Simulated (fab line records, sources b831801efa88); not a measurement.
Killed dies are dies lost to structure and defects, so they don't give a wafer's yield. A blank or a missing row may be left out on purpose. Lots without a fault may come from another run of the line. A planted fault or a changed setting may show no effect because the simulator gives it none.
Problem report in the 8D (eight disciplines) form, filled by code | flow sfq_line | the parts of the form that need people (team, actions taken, sign-off) are left out

1. THE PROBLEM
time_to_endpoint_s at SFQ_TRILAYER_I2_CMP_CMP_064 reads a mean of 285 s on 3 wafers of 2 lots; wafers without a fault read 214 s with a standard deviation of 6.2. That is +11 standard deviations from the usual mean.
The step: polishes SiO2.
First seen on wafer L937.6, day 29 14:41, on cmp-01. The record holds 40 wafers of 14 lots with a number at this step. Rule for "out", or "out of limits": more than 4 standard deviations from the usual mean. The other wafers with a number count as sound.

2. WHAT IT IS AND WHAT IT IS NOT
question                    | is                     | is not
which readings at this step | time_to_endpoint_s     | motor_current_A, slurry_filter_dp_kPa
which lots                  | L937, L938             | L922, L923, L924, L925, L928, L929, L932, L933, L935, L936, L941, L943
which wafers of those lots  | L937.6, L938.5, L938.6 | L937.3, L937.4, L938.2
read on which tools         | cmp-01                 | cmp-02
when                        | from day 29 14:41      | up to then (32 sound wafers); but 5 sound wafers of L938, L941, L943 came after

3. SUSPECTS, AND WHAT RULES EACH OUT
Counting: a tool at a process step up to the reading stays a suspect if it ran every lot that is out. Sound lots after the first of them don't rule it out here, since some wafers of a struck lot are sound.
- rie_metal-03 at SFQ_TRILAYER_M1_ETCH_METAL_ETCH_042 (etches Nb in Cl2/Ar, stops on SiO2, target depth 240 nm, time 120 s): kept. It ran every lot that is out, first L937 (day 22 09:38); its last sound lot up to then is L932 (day 20 09:26).
- cmp-01 at SFQ_TRILAYER_I2_CMP_CMP_064 (polishes SiO2): kept. It ran every lot that is out, first L937 (day 29 12:41); its last sound lot up to then is L936 (day 29 06:11). Its own readings are out on those wafers: time_to_endpoint_s.
Left after counting: rie_metal-03 at SFQ_TRILAYER_M1_ETCH_METAL_ETCH_042, cmp-01 at SFQ_TRILAYER_I2_CMP_CMP_064.

4. THE CAUSE (what the simulator had put in)
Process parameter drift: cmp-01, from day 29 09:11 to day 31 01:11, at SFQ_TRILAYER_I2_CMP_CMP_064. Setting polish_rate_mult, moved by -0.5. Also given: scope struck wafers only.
Counting left 2 suspects, and this tool is among them.

5. THE CHAIN OF EFFECTS, in route order
Each row: a reading whose mean over the struck wafers that have a number lies more than 3 standard deviations from the usual. Only readings for which the record gives a usual standard deviation are gone through. hours: the time from each lot's start at the first step in this table that gives one to its start at this step, as a median over the lots. sigmas: the change in usual standard deviations.
hours | step                                  | reading            | usual      | on struck wafers | change | sigmas
0     | SFQ_TRILAYER_I2_CMP_CMP_064           | time_to_endpoint_s | 214 s      | 285              | +71    | +11
1     | SFQ_TRILAYER_I2_METRO_MEASURE_065     | thk_nm             | 199.5 nm   | 305.5            | +106.0 | +99 or more
6     | SFQ_TRILAYER_I2_VIA_ETCH_VIA_ETCH_070 | oes_product_au     | 0.853 a.u. | 1.001            | +0.148 | +31
The process steps in it:
- SFQ_TRILAYER_I2_CMP_CMP_064: polishes SiO2.
- SFQ_TRILAYER_I2_METRO_MEASURE_065
- SFQ_TRILAYER_I2_VIA_ETCH_VIA_ETCH_070: etches SiO2 in CHF3, stops on Nb, target depth 260 nm.

6. WHAT WOULD HAVE CAUGHT IT SOONER
In this record the first reading out of limits was taken at day 29 14:41, 6 hours after the fault began at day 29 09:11.
